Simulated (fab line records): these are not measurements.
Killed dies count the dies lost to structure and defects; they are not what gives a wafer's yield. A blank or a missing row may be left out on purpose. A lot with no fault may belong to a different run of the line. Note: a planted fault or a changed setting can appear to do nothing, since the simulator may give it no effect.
Which of the tools did it? -- flow sky130 -- 11 lots with 33 wafers sampled at 4 steps, on a route of 708 steps

## WHAT EACH GAUGE READ, for each wafer
SKY_CAPM_THK_MEAS_01.
lot,measured,on,CAPM_CVD_00_THK (nm)
L160,day 37 17:53,film metro-04,15.50 15.69 15.80
L159,day 37 20:21,film metro-02,15.63 15.77 15.60
L169,day 40 01:16,film metro-01,28.18 15.04 15.28
L171,day 40 09:17,film metro-04,28.29 28.48 15.46
L172,day 40 13:12,film metro-02,15.30 15.51 15.63
L174,day 41 02:50,film metro-02,15.31 15.45 15.82
L176,day 41 13:23,film metro-02,15.03 15.25 15.67
L179,day 42 16:47,film metro-01,15.22 15.59 15.78
L180,day 43 01:46,film metro-02,15.18 15.63 15.43
L182,day 43 04:04,film metro-01,15.28 15.49 15.69
L181,day 43 08:23,film metro-01,15.05 15.71 15.35

## WHAT TOOL EACH LOT RAN ON (gives the tool, then ch and the chambers of the sampled wafers, and finally the start)
lot,SKY_VIA2_ETCH_14,SKY_METAL3_SPUTTER_03,SKY_CAPM_CVD_00
L160,"rie diel-02 ch 2,3, day 37 16:19","pvd sputter-04, day 37 17:47","pecvd-03 ch 0,1,2, day 37 17:51"
L159,"rie diel-01 ch 0,1,3, day 37 18:46","pvd sputter-01, day 37 20:16","pecvd-01 ch 0,1,2, day 37 20:19"
L169,"rie diel-01 ch 0,2,3, day 39 23:29","pvd sputter-04, day 40 01:10","pecvd-02 ch 0,1, day 40 01:14"
L171,"rie diel-03 ch 2,3, day 40 07:43","pvd sputter-01, day 40 09:11","pecvd-02 ch 1,2, day 40 09:14"
L172,"rie diel-03 ch 1,2,3, day 40 11:31","pvd sputter-04, day 40 13:07","pecvd-03 ch 0,2, day 40 13:10"
L174,"rie diel-02 ch 0,1,2, day 41 01:08","pvd sputter-01, day 41 02:45","pecvd-01 ch 1,2, day 41 02:49"
L176,"rie diel-01 ch 2,3, day 41 11:49","pvd sputter-04, day 41 13:17","pecvd-03 ch 0,1,2, day 41 13:21"
L179,"rie diel-02 ch 0,1,3, day 42 15:13","pvd sputter-01, day 42 16:41","pecvd-03 ch 0,1,2, day 42 16:46"
L180,"rie diel-01 ch 1,2,3, day 43 00:10","pvd sputter-01, day 43 01:40","pecvd-01 ch 0,1, day 43 01:44"
L182,"rie diel-01 ch 2,3, day 43 02:31","pvd sputter-01, day 43 03:58","pecvd-02 ch 0,1, day 43 04:02"
L181,"rie diel-02 ch 2,3, day 43 06:49","pvd sputter-01, day 43 08:17","pecvd-02 ch 0,1, day 43 08:22"
- SKY_VIA2_ETCH_14: etches BARC in N2/H2, stops on SiO2, time 45.9 s, target depth 60 nm.
- SKY_METAL3_SPUTTER_03: material Ti, target thk 5 nm, time 3.3 s.
- SKY_CAPM_CVD_00: deposits SiO2, target thk 15.5 nm.

## THE ANSWER, worked out from the rows above alone
Rule: the lots themselves supply what counts as usual. The widest of any qualifying gaps counts: lots, ordered by their means at a reading, are off when they make up no more than a third of the lots, leave a main group of 4 or more, and stand apart from it by 3 or more times the standard deviation of that group's means. If all means in a main group match to the digits the tables above print for the reading, that group is not used. Also off: a lot with no number at a reading for which 4 or more lots have one. All remaining lots with rows at the step are treated as sound.
Off: L169, L171, seen at SKY_CAPM_THK_MEAS_01 (CAPM_CVD_00_THK). Mean 15.49 nm and standard deviation 0.11 in the main group.
If a tool, at a process step before that reading, ran all the lots that are off and no sound lot after the first of them, it fits. Gauges at SKY_CAPM_THK_MEAS_01: tried the same way as those tools. Of those tried, none fits.

## WHAT HAD BEEN PUT IN BY THE SIMULATOR
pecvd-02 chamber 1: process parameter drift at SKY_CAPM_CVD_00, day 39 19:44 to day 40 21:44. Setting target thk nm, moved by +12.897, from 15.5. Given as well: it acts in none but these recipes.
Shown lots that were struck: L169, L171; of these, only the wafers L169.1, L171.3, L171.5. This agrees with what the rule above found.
